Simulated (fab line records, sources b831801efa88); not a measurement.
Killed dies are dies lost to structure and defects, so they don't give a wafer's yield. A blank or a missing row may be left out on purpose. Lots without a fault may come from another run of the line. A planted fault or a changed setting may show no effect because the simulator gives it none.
One fault seen from 2 desks | flow gf180mcu | each desk has only its own numbers; what lay behind them comes last

THE TOOL OWNER'S DESK: rie_diel-01
The tool's own readings at GF_POLY_GATE_ETCH_12 (etches BARC in N2/H2): means of the sampled wafers that have a number, for each lot that ran on this tool. A lot is out of limits, marked OUT, if its mean lies more than 4 standard deviations from the usual mean; the brackets give that distance.
Columns: A = drypump_motor_current_A at GF_POLY_GATE_ETCH_12, usual 5.7 A; B = oes_product_au at GF_POLY_GATE_ETCH_12, usual 0.735 a.u.; C = rf_fwd_power_W at GF_POLY_GATE_ETCH_12, usual 495.2 W; D = throttle_valve_pct at GF_POLY_GATE_ETCH_12, usual 13.215 %
lot  | first seen here | A   | B     | C               | D
L831 | day 9 06:31     | 5.4 | 0.736 | 494.1           | 13.212
L833 | day 9 20:58     | 5.4 | 0.735 | 496.1           | 13.218
L838 | day 11 04:46    | 5.5 | 0.736 | 467.6 (-14) OUT | 13.212
L839 | day 11 14:46    | 5.6 | 0.737 | 441.6 (-27) OUT | 13.211
This desk's finding: out of limits on L838, L839; first on L838, day 11 04:46 (rf_fwd_power_W at GF_POLY_GATE_ETCH_12). In limits: L831, L833.

THE METROLOGY DESK
What the gauges read, lot by lot, whatever tool the lot ran on: means of the sampled wafers that have a number. A lot is out of limits, marked OUT, if its mean lies more than 4 standard deviations from the usual mean; the brackets give that distance.
Columns: A = POLY_GATE_CVD_00_THK at GF_POLY_GATE_THK_MEAS_01, usual 199.5 nm; B = cd_nm at GF_POLY_GATE_CD_MEAS_10, usual 280.1 nm; C = POLY_GATE_OVL at GF_POLY_GATE_OVL_MEAS_11, usual 4 nm
lot  | first seen here | A     | B     | C
L831 | day 8 12:53     | 200.3 | 279.6 | -2
L833 | day 9 03:50     | 195.2 | 279.5 | 5
L837 | day 10 09:10    | 199.6 | 282.0 | 15
L838 | day 10 09:44    | 202.2 | 279.6 | 6
L839 | day 10 20:17    | 198.9 | 278.2 | -3
L845 | day 12 19:05    | 200.9 | 279.8 | -4
This desk's finding: nothing out of limits on any of the 6 lots.

PUT TOGETHER
The tool owner's desk could have raised an alarm at day 11 04:46, on L838, L839.
The metrology desk saw nothing out of limits.
The metrology desk has L838, L839 on record, within its limits.
Of the lots named, all ran GF_POLY_GATE_ETCH_12 on rie_diel-01.

WHAT THE SIMULATOR HAD PUT IN
Process parameter drift: rie_diel-01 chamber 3, from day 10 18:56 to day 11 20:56, at GF_POLY_GATE_ETCH_12. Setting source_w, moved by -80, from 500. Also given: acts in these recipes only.
Lots struck among those shown: L838, L839.
Hours from the fault's start to each desk's first reading out of limits: the tool owner's desk, 10.
